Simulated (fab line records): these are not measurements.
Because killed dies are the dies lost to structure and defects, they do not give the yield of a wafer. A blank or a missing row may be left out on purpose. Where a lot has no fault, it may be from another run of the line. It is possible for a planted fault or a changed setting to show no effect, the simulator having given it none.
What tool caused it? / flow sky130 / Sampling: 13 lots, 39 wafers, 4 of 708 route steps

== WHAT EACH GAUGE READ, for each wafer ==
SKY_VT_ADJUST_NCORE_OVL_MEAS_08.
lot=L444; measured=day 8 10:59; on=overlay-01; VT_ADJUST_NCORE_OVL (nm)=-0.5 -1.9 0.2
lot=L450; measured=day 10 19:53; on=overlay-01; VT_ADJUST_NCORE_OVL (nm)=-0.6 -1.0 -2.1
lot=L452; measured=day 10 23:46; on=overlay-01; VT_ADJUST_NCORE_OVL (nm)=-0.4 1.0 -0.1
lot=L456; measured=day 12 06:50; on=overlay-02; VT_ADJUST_NCORE_OVL (nm)=3.1 1.6 1.8
lot=L457; measured=day 12 15:16; on=overlay-01; VT_ADJUST_NCORE_OVL (nm)=2.0 3.0 1.1
lot=L459; measured=day 12 22:40; on=overlay-02; VT_ADJUST_NCORE_OVL (nm)=0.0 -0.6 -0.5
lot=L461; measured=day 13 17:05; on=overlay-02; VT_ADJUST_NCORE_OVL (nm)=0.5 1.7 2.9
lot=L462; measured=day 14 13:14; on=overlay-01; VT_ADJUST_NCORE_OVL (nm)=-0.6 0.1 0.7
lot=L463; measured=day 14 17:40; on=overlay-01; VT_ADJUST_NCORE_OVL (nm)=-1.3 -0.6 -1.8
lot=L464; measured=day 14 18:14; on=overlay-01; VT_ADJUST_NCORE_OVL (nm)=0.2 -1.6 -0.2
lot=L465; measured=day 14 22:43; on=overlay-01; VT_ADJUST_NCORE_OVL (nm)=-1.3 -1.6 -0.7
lot=L466; measured=day 15 06:14; on=overlay-02; VT_ADJUST_NCORE_OVL (nm)=-1.9 -0.4 -0.7
lot=L467; measured=day 15 14:53; on=overlay-01; VT_ADJUST_NCORE_OVL (nm)=0.1 0.7 0.1

SKY_VT_ADJUST_HVTR_TW_MEAS_11.
lot=L444; measured=day 9 09:14; on=film_metro-02; VT_ADJUST_HVTR_TW=212.7 212.4 212.0
lot=L450; measured=day 11 19:31; on=film_metro-01; VT_ADJUST_HVTR_TW=210.5 212.6 211.9
lot=L452; measured=day 12 00:04; on=film_metro-02; VT_ADJUST_HVTR_TW=211.8 212.4 212.7
lot=L456; measured=day 13 08:25; on=film_metro-04; VT_ADJUST_HVTR_TW=208.9 209.5 210.4
lot=L457; measured=day 13 17:34; on=film_metro-04; VT_ADJUST_HVTR_TW=210.4 211.3 209.4
lot=L459; measured=day 14 00:10; on=film_metro-04; VT_ADJUST_HVTR_TW=212.3 212.4 211.7
lot=L461; measured=day 14 18:37; on=film_metro-01; VT_ADJUST_HVTR_TW=210.3 210.0 209.1
lot=L462; measured=day 15 16:02; on=film_metro-04; VT_ADJUST_HVTR_TW=212.2 211.5 212.2
lot=L463; measured=day 15 20:58; on=film_metro-02; VT_ADJUST_HVTR_TW=211.0 211.1 211.3
lot=L464; measured=day 15 21:17; on=film_metro-01; VT_ADJUST_HVTR_TW=210.9 211.6 212.2
lot=L465; measured=day 16 02:13; on=film_metro-02; VT_ADJUST_HVTR_TW=212.6 211.8 213.6
lot=L466; measured=day 16 09:46; on=film_metro-04; VT_ADJUST_HVTR_TW=210.6 210.3 210.8
lot=L467; measured=day 16 19:22; on=film_metro-02; VT_ADJUST_HVTR_TW=212.5 212.0 211.9

SKY_SONOS_ONO_OVL_MEAS_14.
lot=L444; measured=day 12 13:23; on=overlay-02; SONOS_ONO_OVL (nm)=-0.9 -2.0 -1.0
lot=L450; measured=day 15 05:56; on=overlay-01; SONOS_ONO_OVL (nm)=-2.2 -0.8 -2.0
lot=L452; measured=day 15 09:26; on=overlay-02; SONOS_ONO_OVL (nm)=2.8 2.1 2.2
lot=L456; measured=day 17 03:13; on=overlay-01; SONOS_ONO_OVL (nm)=-0.6 -0.4 -0.6
lot=L457; measured=day 17 09:55; on=overlay-02; SONOS_ONO_OVL (nm)=1.2 -0.4 1.3
lot=L459; measured=day 17 15:40; on=overlay-02; SONOS_ONO_OVL (nm)=-2.0 -2.2 -2.5
lot=L461; measured=day 18 16:56; on=overlay-02; SONOS_ONO_OVL (nm)=1.1 -0.4 0.3
lot=L462; measured=day 19 15:53; on=overlay-02; SONOS_ONO_OVL (nm)=-1.9 -3.0 -0.5
lot=L463; measured=day 19 18:26; on=overlay-01; SONOS_ONO_OVL (nm)=1.2 -0.2 0.2
lot=L464; measured=day 19 20:02; on=overlay-02; SONOS_ONO_OVL (nm)=-1.1 -1.4 -2.4
lot=L465; measured=day 20 02:46; on=overlay-01; SONOS_ONO_OVL (nm)=-0.7 -0.5 -1.8
lot=L466; measured=day 20 10:23; on=overlay-01; SONOS_ONO_OVL (nm)=0.5 0.5 1.7
lot=L467; measured=day 20 18:44; on=overlay-02; SONOS_ONO_OVL (nm)=-1.0 -1.3 -1.0

== WHICH TOOL RAN EACH LOT (tool, then ch and the chambers of the sampled wafers, then the start) ==
lot=L444; SKY_SONOS_ONO_SOFTBAKE_09=litho_track-04 ch 0, day 12 00:40
lot=L450; SKY_SONOS_ONO_SOFTBAKE_09=litho_track-02 ch 0, day 14 16:44
lot=L452; SKY_SONOS_ONO_SOFTBAKE_09=litho_track-02 ch 0, day 14 19:39
lot=L456; SKY_SONOS_ONO_SOFTBAKE_09=litho_track-04 ch 0, day 16 12:24
lot=L457; SKY_SONOS_ONO_SOFTBAKE_09=litho_track-03 ch 0, day 16 18:58
lot=L459; SKY_SONOS_ONO_SOFTBAKE_09=litho_track-04 ch 0, day 17 01:54
lot=L461; SKY_SONOS_ONO_SOFTBAKE_09=litho_track-04 ch 0, day 17 23:40
lot=L462; SKY_SONOS_ONO_SOFTBAKE_09=litho_track-04 ch 0, day 18 23:51
lot=L463; SKY_SONOS_ONO_SOFTBAKE_09=litho_track-02 ch 0, day 19 02:15
lot=L464; SKY_SONOS_ONO_SOFTBAKE_09=litho_track-04 ch 0, day 19 03:57
lot=L465; SKY_SONOS_ONO_SOFTBAKE_09=litho_track-04 ch 0, day 19 11:21
lot=L466; SKY_SONOS_ONO_SOFTBAKE_09=litho_track-04 ch 0, day 19 18:22
lot=L467; SKY_SONOS_ONO_SOFTBAKE_09=litho_track-03 ch 0, day 20 03:14
- SKY_SONOS_ONO_SOFTBAKE_09: time 60 s.

== WHAT THE TOOLS THEMSELVES READ (means of the sampled wafers that have a number; where no wafer has one, the mark that the record gives instead) ==
SKY_SONOS_ONO_SOFTBAKE_09.
lot=L444; tool=litho_track-04; run_length_s (s)=89.18
lot=L450; tool=litho_track-02; run_length_s (s)=91.36
lot=L452; tool=litho_track-02; run_length_s (s)=91.42
lot=L456; tool=litho_track-04; run_length_s (s)=89.06
lot=L457; tool=litho_track-03; run_length_s (s)=89.24
lot=L459; tool=litho_track-04; run_length_s (s)=88.97
lot=L461; tool=litho_track-04; run_length_s (s)=89.02
lot=L462; tool=litho_track-04; run_length_s (s)=88.97
lot=L463; tool=litho_track-02; run_length_s (s)=88.99
lot=L464; tool=litho_track-04; run_length_s (s)=89.06
lot=L465; tool=litho_track-04; run_length_s (s)=89.02
lot=L466; tool=litho_track-04; run_length_s (s)=89.11
lot=L467; tool=litho_track-03; run_length_s (s)=89.25

== THE ANSWER, worked out from the rows above alone ==
Rule: the usual values come from the lots themselves. The widest of any qualifying gaps counts: lots, ordered by their means at a reading, are off when they make up no more than a third of the lots, leave a main group of 4 or more, and stand apart from it by 3 or more times the standard deviation of that group's means. The tables above print the reading to a certain number of digits; a main group whose means all agree to those digits is not used. Also off: a lot with no number at a reading for which 4 or more lots have one. All remaining lots with rows at the step are treated as sound. First the gauges in route order, then the tools' own readings, where a lot's mean is used as printed above. The first step at which some lot is off is used, and at that step the reading that is off furthest; a lot without a number counts as furthest.
Off, at SKY_SONOS_ONO_SOFTBAKE_09 on run_length_s: L450, L452. Main group: mean 89.08 s, sd 0.098.
A tool fits if, at that step or a process step before it, it ran every lot that is off, and no sound lot after the first of them. None of those tried fits.

== WHAT THE SIMULATOR HAD PUT IN ==
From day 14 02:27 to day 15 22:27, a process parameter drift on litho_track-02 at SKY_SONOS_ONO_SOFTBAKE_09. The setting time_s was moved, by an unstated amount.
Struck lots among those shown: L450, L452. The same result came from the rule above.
